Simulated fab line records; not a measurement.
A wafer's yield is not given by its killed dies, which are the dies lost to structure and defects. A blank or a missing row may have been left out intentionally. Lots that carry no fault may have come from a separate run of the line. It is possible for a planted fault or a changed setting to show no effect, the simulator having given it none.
A struck lot beside a sound one :: flow gf180mcu :: 14 steps out of a route of 602
Sound: these wafers, L776.1, L776.2, L776.5. The struck wafers were L786.2, L786.4, L786.5. The cause comes at the end.
At each step with rows: each side's tool, then ch and its chambers, then its first start. Under that, the readings that differ: sound wafers :: struck wafers :: difference of the means :: sigmas: that difference in standard deviations of wafers without a fault.
alike: same words and numbers on both sides, and readings whose means sit less than 2 such deviations apart. not compared: any withheld reading, any reading some wafer has no value for, any bound like >300 that may hide the same value, and any number with overlapping values for which the record gives no deviation.
Wherever a step has rows on one side only, a row that says differs or no value, or a row with sigmas, the two part there. When numbers do not overlap yet have no deviation, they are printed without sigmas and do not part them. Lack of a reading on every wafer of one side parts them only where that side has two or more wafers.

GF_CONTACT_THK_MEAS_01:
  sound on film-metro-03 at day 15 09:58; struck on film-metro-01 at day 19 04:35
  alike: CONTACT_CVD_00_THK
GF_CONTACT_CVD_02: deposits SiO2 from TEOS, target thk 860 nm, time 95.992 s.
  sound on pecvd-03 ch 0,2, day 15 10:02; struck on pecvd-01 ch 0,1, day 19 04:38
reading: heater-power-outer-w (W)
sound: 346 294 257
struck: 381 404 392
difference: +93
sigmas: +2
  alike: heater-power-w
GF_CONTACT_THK_MEAS_03:
  sound on film-metro-03 at day 15 10:06; struck on film-metro-03 at day 19 04:43
  alike: CONTACT_CVD_02_THK
GF_CONTACT_CMP_04: polishes SiO2.
  sound on cmp-02 ch 0,1,3, day 15 10:10; struck on cmp-02 ch 0,1,3, day 19 04:52
  alike: motor-current-A, time-to-endpoint-s
GF_CONTACT_BOW_MEAS_05:
  sound on film-metro-04 at day 15 10:28; struck on film-metro-01 at day 19 05:05
  alike: CONTACT_BOW
then, 7 steps without rows for these wafers: GF_CONTACT_DEHYDRATE_06 (time 60 s); GF_CONTACT_HMDS_07 (prime time 60 s); GF_CONTACT_COAT_08; GF_CONTACT_COAT_09 (resist thk 1000 nm); GF_CONTACT_SOFTBAKE_10 (time 60 s); GF_CONTACT_EXPOSE_11 (exposes mask Contact, target cd 220 nm); GF_CONTACT_PEB_12 (peb time 90 s).
GF_CONTACT_DEVELOP_13: develop time 60 s.
  struck on litho-track-04, day 20 04:55; sound on litho-track-04 ch 0, day 16 09:09
  no value came back on the struck wafers for chill-plate-temp-C (C), develop-time-s (s); on the sound wafers chill-plate-temp-C (C) reads 23.09 23.30 23.10
reading: model.KrF_of_CONTACT_COAT_09.thk-nm (nm)
sound: 983.3 983.3 980.4
struck: 1002 1004 1001
difference: +20
sigmas: 
GF_CONTACT_CD_MEAS_14: the cd target is 220 nm.
  sound on cd-sem-02 at day 16 09:18; struck on cd-sem-02 at day 20 05:04
reading: cd-nm (nm)
sound: 217.2 216.9 217.4
struck: - - -
difference: no value on the struck wafers
sigmas: 

WHERE THEY PART
At GF_CONTACT_CVD_02 first; at GF_CONTACT_CD_MEAS_14 last (within this record only).

WHY: what the simulator had put in
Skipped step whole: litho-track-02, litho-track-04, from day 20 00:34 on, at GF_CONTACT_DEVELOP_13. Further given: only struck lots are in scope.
